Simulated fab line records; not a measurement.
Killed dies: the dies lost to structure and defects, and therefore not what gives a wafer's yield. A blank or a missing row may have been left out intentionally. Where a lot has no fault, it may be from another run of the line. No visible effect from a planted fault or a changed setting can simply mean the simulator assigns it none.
fab line records	flow sky130	part 2 of 2: steps 36 to 45 of 45
record: lots: 5	wafers: 15	lastDay: 49
route steps=708 shown DNWELL@37 PWDE@45 NWELL@56
lots untouched by any fault: they come from a run of this same line in which no faults occurred
startH: hours from the record's first day to the start of the lot's first wafer shown	waitH: how many hours have passed since the lot's step before this one	" as in the row above	L1.1+2: several wafers, shown together as one row	- no value, or no start was given	* or withheld: withheld	< > ~ a bound
route shown NAME@n: names a module that has steps shown in the file, with the first one's number in the route	usual: the fault-free wafers' mean and standard deviation	same: alike in all rows	chamber/n: place in a boat	sites: each site's reading	_std_site: standard deviation of those values	_edge_site: the outer-site mean with the inner-site mean subtracted	radiusMm: how far each site lies from the wafer's centre	mask NAME#n: copy n	behind: the tool/chamber that last shaped the wafer	hold: cause of the lot's hold/its duration in hours/its outcome	device: the n, p or np transistor that did not switch	end of line: the route-end tests of the same wafers	a step given without rows: its recipe and nothing more	killed: at the first sort, the dies lost to defects and structure; wafer yield is something else	map: dies across one wafer; x = killed, . = not, _ = none there
set.NAME: the setting the step ran with; set.NAME@STEP: the setting that earlier step ran with	model.NAME: the simulator's own value behind a step, which no gauge read
lots at some steps of the route; a table a step, a row a wafer
services: from which hour (startH, from the record's first day; less than 0 if before it) a tool's chamber was out of use, for how many hours, and why
== steps ==
step: SKY_NWELL_SOFTBAKE_19
recipe: tempC: 110	timeS: withheld
lot.wafer	tool	chamber	startH	waitH
L077.2+3+6	lithoTrack-04	0	113.83	0.1
L078.1+2+4	lithoTrack-03	0	118.81	0.1
L080.3+5+6	lithoTrack-01	0	132.22	0.1
L093.1+2+6	lithoTrack-01	0	207.80	0.1
L094.1+3+6	lithoTrack-04	0	213.00	0.1
step: SKY_NWELL_EXPOSE_20
recipe: maskId: NWM_COMPLEMENT	na: 0.6	sourceShape: conventional	sigmaOuter: 0.6	polarization: unpolarized	targetCdNm: 840	doseMj: 260
usual: reticleTempC: 22.98/0.11
same: sigmaOuter: 0.6
lot.wafer	tool	chamber	startH	waitH	mask	reticleTempC
L077.2	ilineStepper-02	0	-	-	NWM_COMPLEMENT#0	22.95
L077.3	"	0	"	"	NWM_COMPLEMENT#0	22.99
L077.6	"	0	"	"	NWM_COMPLEMENT#0	23.17
L078.1	ilineStepper-01	0	-	-	NWM_COMPLEMENT#0	22.99
L078.2	"	0	"	"	NWM_COMPLEMENT#0	23.07
L078.4	"	0	"	"	NWM_COMPLEMENT#0	22.96
L080.3	ilineStepper-01	0	-	-	NWM_COMPLEMENT#0	22.90
L080.5	"	0	"	"	NWM_COMPLEMENT#0	22.99
L080.6	"	0	"	"	NWM_COMPLEMENT#0	23.12
L093.1	ilineStepper-01	0	-	-	NWM_COMPLEMENT#0	23.01
L093.2	"	0	"	"	NWM_COMPLEMENT#0	23.04
L093.6	"	0	"	"	NWM_COMPLEMENT#0	22.96
L094.1	ilineStepper-01	0	-	-	NWM_COMPLEMENT#0	23.10
L094.3	"	0	"	"	NWM_COMPLEMENT#0	22.97
L094.6	"	0	"	"	NWM_COMPLEMENT#0	23.04
step: SKY_NWELL_PEB_21
recipe: tempC: 115	timeS: withheld
lot.wafer	tool	chamber	startH	waitH
L077.2+3+6	lithoTrack-04	0	-	-
L078.1+2+4	lithoTrack-03	0	-	-
L080.3+5+6	lithoTrack-04	0	-	-
L093.1+2+6	lithoTrack-01	0	-	-
L094.1+3+6	lithoTrack-01	0	-	-
step: SKY_NWELL_DEVELOP_22
recipe: wallAngleDeg: 90	developer: TMAH	developTimeS: 60	devTempC: 23
lot.wafer	tool	chamber	startH	waitH
L077.2+3+6	lithoTrack-04	0	-	-
L078.1+2+4	lithoTrack-03	0	-	-
L080.3+5+6	lithoTrack-04	0	-	-
L093.1+2+6	lithoTrack-01	0	-	-
L094.1+3+6	lithoTrack-01	0	-	-
step: SKY_NWELL_OVL_MEAS_23
usual: NWELL_01_OVL: -0.6/1.6
lot.wafer	tool	chamber	startH	waitH	NWELL_01_OVL[nm]
L077.2	overlay-02	-	122.85	-	-0.6
L077.3	"	-	"	"	-0.7
L077.6	"	-	"	"	-0.2
L078.1	overlay-01	-	127.71	-	2.0
L078.2	"	-	"	"	1.9
L078.4	"	-	"	"	3.0
L080.3	overlay-02	-	142.51	-	0.4
L080.5	"	-	"	"	-1.8
L080.6	"	-	"	"	-0.7
L093.1	overlay-01	-	219.00	-	0.7
L093.2	"	-	"	"	-0.1
L093.6	"	-	"	"	-2.1
L094.1	overlay-01	-	224.15	-	-0.5
L094.3	"	-	"	"	-1.7
L094.6	"	-	"	"	-1.2
step: SKY_NWELL_IMPLANT_24
recipe: species: B	energyKev: 140	doseCm2: 9.2e+12	tiltDeg: withheld
usual: faradayCurrentUA: 52.0/1.1
lot.wafer	tool	chamber	startH	waitH	faradayCurrentUA
L077.2	implanter-04	0	122.91	0.0	53.0
L077.3	"	0	"	"	50.1
L077.6	"	0	"	"	51.1
L078.1	implanter-02	0	127.74	0.0	50.5
L078.2	"	0	"	"	52.3
L078.4	"	0	"	"	52.1
L080.3	implanter-03	0	142.58	0.1	51.8
L080.5	"	0	"	"	53.3
L080.6	"	0	"	"	53.0
L093.1	implanter-03	0	219.04	0.0	52.4
L093.2	"	0	"	"	52.0
L093.6	"	0	"	"	52.6
L094.1	implanter-03	0	224.19	0.0	53.0
L094.3	"	0	"	"	50.9
L094.6	"	0	"	"	49.8
step: SKY_NWELL_STRIP_25
recipe: chemistry: O2/N2	powerW: 1400	pressureMtorr: 1500	platenTempC: withheld	o2FlowSccm: 3000	n2FlowSccm: 300	overashFraction: 0.5
usual: drypumpMotorCurrentA: 5.78/0.26	oesProductAu: 0.722/0.0045	stripTimeToEndpointS: 37.00/0.11
lot.wafer	tool	chamber	startH	waitH	drypumpMotorCurrentA	oesProductAu	rfHoursCounterH	stripTimeToEndpointS
L077.2	plasmaAsher-01	0	123.03	0.1	5.85	0.725	1	37.05
L077.3	"	1	"	"	5.80	0.725	-	37.05
L077.6	"	0	"	"	5.86	0.721	-	37.09
L078.1	plasmaAsher-01	1	127.89	0.1	5.81	0.721	1	37.04
L078.2	"	0	"	"	5.89	0.722	1	36.93
L078.4	"	0	"	"	5.87	0.725	-	36.92
L080.3	plasmaAsher-04	0	142.72	0.1	5.73	0.715	-	36.90
L080.5	"	1	"	"	5.03	0.719	-	36.91
L080.6	"	0	"	"	5.72	0.721	-	37.00
L093.1	plasmaAsher-04	0	219.19	0.1	5.75	0.723	55	36.99
L093.2	"	1	"	"	5.02	0.720	55	36.94
L093.6	"	1	"	"	4.95	0.726	-	36.94
L094.1	plasmaAsher-01	0	224.34	0.1	5.91	0.731	9	37.07
L094.3	"	1	"	"	5.83	0.725	-	37.08
L094.6	"	0	"	"	5.91	0.722	-	37.05
step: SKY_NWELL_TW_MEAS_26
usual: NWELL_2_TW: 495/5.4
lot.wafer	tool	chamber	startH	waitH	NWELL_2_TW
L077.2	filmMetro-03	-	123.14	0.1	499
L077.3	"	-	"	"	501
L077.6	"	-	"	"	499
L078.1	filmMetro-03	-	127.99	0.1	498
L078.2	"	-	"	"	496
L078.4	"	-	"	"	499
L080.3	filmMetro-03	-	142.80	0.1	498
L080.5	"	-	"	"	497
L080.6	"	-	"	"	497
L093.1	filmMetro-04	-	219.29	0.1	499
L093.2	"	-	"	"	500
L093.6	"	-	"	"	497
L094.1	filmMetro-02	-	224.44	0.1	489
L094.3	"	-	"	"	487
L094.6	"	-	"	"	488
step: SKY_NWELL_CLEAN_27
recipe: chemistry: SC1/SC2	mix: 1:4:20	tempC: 70	timeS: 150	dry: n2Spin
lot.wafer	tool	chamber	startH	waitH
L077.2+3+6	wetBench-01	0	123.19	0.0
L078.1+2+4	wetBench-03	1	128.05	0.1
L080.3+5+6	wetBench-01	3	142.84	0.0
L093.1+2+6	wetBench-04	2	219.35	0.1
L094.1+3+6	wetBench-04	2	224.50	0.1
step: SKY_NWELL_RTA_28
recipe: tempC: 1050	timeS: 30	idleTempC: 650	rampUpCPerS: 150	rampDownCPerS: 90	ambient: N2
usual: lampPowerPct: 25.30/0.051	rampUpCPerS: 150.00/0.029	wafer_temp_C_max: 1054.7/0.98
lot.wafer	tool	chamber	startH	waitH	lampPowerPct	rampUpCPerS	wafer_temp_C_max
L077.2	rtpAnneal-02	0	123.27	0.0	25.28	149.97	1054.6
L077.3	"	0	"	"	25.27	150.01	1056.2
L077.6	"	0	"	"	25.35	149.97	1053.9
L078.1	rtpAnneal-02	0	128.11	0.0	25.37	149.97	1055.9
L078.2	"	0	"	"	25.30	149.97	1054.8
L078.4	"	0	"	"	25.28	150.04	1054.7
L080.3	rtpAnneal-02	0	142.93	0.0	25.33	149.99	1054.7
L080.5	"	0	"	"	25.26	149.97	1054.0
L080.6	"	0	"	"	25.28	149.99	1054.8
L093.1	rtpAnneal-02	0	219.40	0.0	25.33	150.03	1054.8
L093.2	"	0	"	"	25.38	150.04	1054.8
L093.6	"	0	"	"	25.25	149.97	1055.4
L094.1	rtpAnneal-01	0	224.55	0.0	25.38	150.02	1054.4
L094.3	"	0	"	"	25.24	149.98	1055.5
L094.6	"	0	"	"	25.34	150.02	1056.1
== services ==
tool	chamber	startH	hours	kind
implanter-01	-	39.08	2.9	pm
implanter-03	-	51.64	0.6	repair
rtpAnneal-02	-	56.01	6.2	pm
implanter-04	-	64.61	3.6	repair
implanter-01	-	76.73	4.2	repair
wetBench-03	-	89.92	1.7	repair
plasmaAsher-03	-	97.22	9.6	repair
implanter-01	-	97.31	6.0	pm
plasmaAsher-01	-	108.75	9.0	pm
implanter-02	-	121.44	5.8	repair
implanter-01	-	122.35	2.2	repair
ilineStepper-02	-	131.61	5.0	repair
implanter-04	-	133.73	3.0	repair
plasmaAsher-02	-	137.41	11.5	repair
plasmaAsher-01	-	146.34	14.6	pm
implanter-01	-	151.16	2.9	repair
ilineStepper-01	-	156.51	1.7	pm
implanter-04	-	159.19	3.2	repair
plasmaAsher-01	-	163.35	1.4	repair
implanter-02	-	171.90	1.0	repair
plasmaAsher-04	-	176.56	2.9	repair
implanter-02	-	179.34	0.9	repair
implanter-04	-	188.91	3.4	pm
wetBench-01	-	209.84	1.8	repair
